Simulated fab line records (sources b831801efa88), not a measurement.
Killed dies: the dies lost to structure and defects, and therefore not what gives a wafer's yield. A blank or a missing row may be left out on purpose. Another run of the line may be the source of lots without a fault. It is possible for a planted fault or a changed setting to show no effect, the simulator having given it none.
Comparing a struck lot with a sound one	flow sky130	14 steps out of a route of 708
Sound: the wafers L500.1, L500.4, L500.5. Wafers struck: L505.1, L505.2, L505.4. Last of all comes the cause.
For every step that has rows: the tool of each side, followed by ch and its chambers, followed by its first start. Under that, the readings that differ: sound wafers	struck wafers	difference of the means	sigmas: that difference in standard deviations of wafers without a fault.
alike: readings with means less than 2 such deviations apart, plus words and numbers identical on both sides. not compared: withheld readings, readings lacking a value on some wafer, bounds such as >300 that could conceal the same value, and numbers that have no deviation in the record and whose values overlap.
The two part at a step that has a row with sigmas, a row that says differs or no value, or rows on one side only. Numbers that don't overlap but have no deviation are shown without sigmas and don't part them. A reading that every wafer of one side lacks parts them only if that side has two wafers or more.

SKY_CONTACT_ETCH_17: etches SiO2 in C4F8/O2/Ar, stops on Si3N4, target depth 340 nm.
  sound on rie-diel-01 ch 0,1,2, day 33 11:19; struck on rie-diel-01 ch 0,1,2, day 34 22:19
  alike: oes-product-au
SKY_CONTACT_ETCH_18: etches Si3N4 in CHF3/O2, stops on TiN, time 39 s, target depth 75 nm.
  sound: rie-diel-01 ch 0,1,2; struck: rie-diel-01 ch 0,1,2
  alike: drypump-motor-current-A, oes-product-au, throttle-valve-pct
  not compared: rf-hours-counter-h
SKY_CONTACT_STRIP_19: strips in O2/N2.
  sound on plasma-asher-03 ch 0,1, day 33 11:25; struck on plasma-asher-04 ch 0,1, day 34 22:25
  alike: drypump-motor-current-A, oes-product-au, strip-time-to-endpoint-s
  not compared: rf-hours-counter-h
then, 4 steps without rows for these wafers: SKY_CONTACT_STRIP_20 (strips in post etch residue remover, time 1200 s); SKY_CONTACT_CLEAN_21 (cleans in IPA, time 180 s); SKY_CONTACT_CLEAN_22 (cleans in O3/DIW); SKY_CONTACT_SPUTTER_23 (material TiN, target thk 20 nm, time 80 s).
SKY_CONTACT_CVD_24: deposits W, target thk 340 nm, time 102.12 s.
  sound on cvd-w-02 ch 0, day 33 12:05; struck on cvd-w-02 ch 0,1, day 34 23:04
  alike: heater-power-w
SKY_CONTACT_RS_MEAS_25: measures by four-point-probe.
  sound on film-metro-04 at day 33 12:12; struck on film-metro-01 at day 34 23:11
  alike: CONTACT_W_RS
SKY_CONTACT_THK_MEAS_26: measures by xrf.
  sound on film-metro-04 at day 33 12:19; struck on film-metro-01 at day 34 23:18
  alike: CONTACT_W_THK
then, 2 steps without rows for these wafers: SKY_CONTACT_CMP_27 (polishes, stops on SiO2, t overpolish 15 s, target thk 0 nm); SKY_METAL1_SPUTTER_00 (material Ti, target thk 15 nm, time 10 s).
SKY_METAL1_SPUTTER_01: material TiN, target thk 20 nm, time 16.7 s.
  sound on pvd-sputter-03 at day 33 12:42; struck on pvd-sputter-01 at day 34 23:41
  no value came back on the struck wafers for cathode-dc-power-W (W), chamber-pressure-pa (Pa), throttle-valve-pct (%); on the sound wafers cathode-dc-power-W (W) reads 6499.7 6500.4 6499.5
SKY_METAL1_SPUTTER_02: material AlCu, target thk 250 nm, time 13.3 s.
  sound on pvd-sputter-03 at day 33 12:44; struck on pvd-sputter-01 at day 34 23:42
  alike: cathode-dc-power-W, chamber-pressure-pa, throttle-valve-pct

## WHERE THEY PART
SKY_METAL1_SPUTTER_01 only, going by this record. Later steps at which nothing parts them and some readings are alike: SKY_METAL1_SPUTTER_02.

WHY: whatever the simulator had introduced
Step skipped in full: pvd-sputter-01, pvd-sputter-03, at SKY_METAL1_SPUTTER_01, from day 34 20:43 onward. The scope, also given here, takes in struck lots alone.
